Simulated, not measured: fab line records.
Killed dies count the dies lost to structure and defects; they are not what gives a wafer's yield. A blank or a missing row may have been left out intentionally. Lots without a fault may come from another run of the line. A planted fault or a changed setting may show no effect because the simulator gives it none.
Code-filled problem report in 8D (eight disciplines) form / flow sky130 / the parts of the form that need people (team, actions taken, sign-off) are left out

1. THE PROBLEM
Wafers without a fault read 1489 W, standard deviation 4.8; rf fwd power W at SKY_CONTACT_ETCH_17 reads a mean of 1729 W on 3 wafers belonging to 2 lots. Measured from the usual mean, that is +50 standard deviations.
The step: etches SiO2 in C4F8/O2/Ar, stops on Si3N4, target depth 340 nm.
The first sign was on wafer L682.2 at day 36 02:55, on rie diel-04. The record has a number at this step for 33 wafers belonging to 11 lots. Rule for "out", or "out of limits": more than 4 standard deviations from the usual mean. The rest of the wafers with a number are treated as sound.

2. WHAT IT IS; WHAT IT IS NOT
question=which readings at this step | is=rf fwd power W | is not=oes product au
question=which lots | is=L682, L683 | is not=L668, L673, L674, L677, L684, L686, L687, L689, L690
question=which wafers of those lots | is=L682.2, L682.5, L683.2 | is not=L682.1, L683.4, L683.6
question=read on which tools | is=rie diel-04 | is not=rie diel-01, rie diel-02
question=when | is=from day 36 02:55 | is not=up to then (13 sound wafers); but 17 sound wafers of L683, L684, L686, L687, L689, L690 came after

3. THE SUSPECTS, EACH WITH WHAT RULES IT OUT
Counting: a tool at a process step up to the reading stays a suspect if it ran every lot that is out. Sound lots after the first of them don't rule it out here, since some wafers of a struck lot are sound.
- rie metal-01 at SKY_LOCAL_INTERCONNECT_ETCH_13 (etches BARC in N2/H2, stops on SiO2, time 45.9 s, target depth 60 nm): kept. It ran every lot that is out, first L682 (day 34 23:12); its last sound lot up to then is L677 (day 33 04:23).
- rie diel-04 at SKY_CONTACT_ETCH_17 (etches SiO2 in C4F8/O2/Ar, stops on Si3N4, target depth 340 nm): kept. It ran every lot that is out, first L682 (day 36 02:55); its last sound lot up to then is L673 (day 33 03:46). Its own rf fwd power W readings are out on those wafers.
- In rie diel-04 at SKY_CONTACT_ETCH_17, the wafers that are out were processed in chamber 1 and their sound lot-mates in chambers 2, 3.
The count leaves rie diel-04 at SKY_CONTACT_ETCH_17 and rie metal-01 at SKY_LOCAL_INTERCONNECT_ETCH_13.

4. THE CAUSE (what the simulator had put in)
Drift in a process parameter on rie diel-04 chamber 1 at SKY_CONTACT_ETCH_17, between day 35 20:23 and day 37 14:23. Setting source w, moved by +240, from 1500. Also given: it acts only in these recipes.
Of the 2 suspects that counting leaves, this tool is one.

5. SEQUENCE OF EFFECTS, ordered by route
Rows list readings where the struck wafers' mean (over those with a number) sits beyond 3 standard deviations from the usual. Readings are gone through only where the record gives a usual standard deviation; hours: the median, over the lots, of the time from a lot's start at the first step in this table giving one to that lot's start at this step; sigmas: the change measured in usual standard deviations.
hours=0; step=SKY_CONTACT_ETCH_17; reading=rf fwd power W; usual=1489 W; on struck wafers=1729; change=+240; sigmas=+50
hours=-; step=SKY_CONTACT_ETCH_18; reading=oes product au; usual=0.854 a.u.; on struck wafers=0.830; change=-0.024; sigmas=-3.1
The process steps in it:
- SKY_CONTACT_ETCH_17: etches SiO2 in C4F8/O2/Ar, stops on Si3N4, target depth 340 nm.
- SKY_CONTACT_ETCH_18: etches Si3N4 in CHF3/O2, stops on TiN, time 39 s, target depth 75 nm.

6. HOW IT WOULD HAVE BEEN CAUGHT EARLIER
The fault began at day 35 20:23; the first out-of-limits reading in this record came at day 36 02:55, 7 hours later.
